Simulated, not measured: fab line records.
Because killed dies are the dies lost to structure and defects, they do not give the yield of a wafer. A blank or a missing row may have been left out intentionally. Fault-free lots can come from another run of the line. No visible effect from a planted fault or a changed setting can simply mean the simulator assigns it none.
Code-filled problem report in 8D (eight disciplines) form :: flow sky130 :: the parts of the form that need people (team, actions taken, sign-off) are left out

1. WHAT IS WRONG
At SKY_METAL4_ETCH_17, oesProductAu averages 0.813 a.u. over 2 wafers from 2 lots, while fault-free wafers read 0.753 a.u., standard deviation 0.0072. That is +8.4 standard deviations from the usual mean.
The step: etches SiO2 in C4F8/O2/Ar, stops on TiN, time 3.9 s, target depth 15 nm.
First seen on wafer L812.2, day 48 05:30, on rieDiel-02. Wafers with a number at this step in the record: 39, from 13 lots. The rule behind "out" and "out of limits": a value lying over 4 standard deviations away from the usual mean. The other wafers with a number count as sound.

2. WHAT IT IS AND WHAT IT IS NOT
question: which readings at this step
is: oesProductAu
is not: -

question: which lots
is: L811, L812
is not: L792, L793, L794, L796, L797, L798, L800, L803, L804, L806, L814

question: which wafers of those lots
is: L811.2, L812.2
is not: L811.3, L811.5, L812.1, L812.5

question: read on which tools
is: rieDiel-02
is not: rieDiel-01, rieDiel-03

question: when
is: from day 48 05:30
is not: up to then (32 sound wafers); but 5 sound wafers of L811, L814 came after

3. THE SUSPECTS, EACH WITH WHAT RULES IT OUT
Counting: any tool at a process step up to the reading remains a suspect provided it ran every lot that is out. Sound lots after the first of them don't rule it out here, since some wafers of a struck lot are sound.
- rieDiel-02 at SKY_METAL4_ETCH_17 (etches SiO2 in C4F8/O2/Ar, stops on TiN, time 3.9 s, target depth 15 nm): kept. It ran every lot that is out, first L812 (day 48 05:30); its last sound lot up to then is L803 (day 48 01:55). Its own oesProductAu readings are out on those wafers.
- In rieDiel-02 at SKY_METAL4_ETCH_17, the wafers that are out were processed in chamber 1 and their sound lot-mates in chambers 0, 3.
After counting, what remains is rieDiel-02 at SKY_METAL4_ETCH_17.

4. THE CAUSE (what the simulator had put in)
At SKY_METAL4_ETCH_17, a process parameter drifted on rieDiel-02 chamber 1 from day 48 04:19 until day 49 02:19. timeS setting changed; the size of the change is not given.
The count eliminated every tool but this one.

5. THE EFFECT CHAIN, in route order
Each row: a reading where the mean over the struck wafers with a number is more than 3 standard deviations away from the usual. Only readings whose record carries a usual standard deviation are examined. hours: median over the lots of the time between each lot's start at the first step of this table that gives one and its start at this step. sigmas: the change, counted in usual standard deviations.
hours: 0
step: SKY_METAL4_ETCH_17
reading: oesProductAu
usual: 0.753 a.u.
on struck wafers: 0.813
change: +0.060
sigmas: +8.4
The process steps in it:
- SKY_METAL4_ETCH_17: etches SiO2 in C4F8/O2/Ar, stops on TiN, time 3.9 s, target depth 15 nm.

6. HOW IT WOULD HAVE BEEN CAUGHT EARLIER
In this record the first reading out of limits was taken at day 48 05:30, 1 hour after the fault began at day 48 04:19.
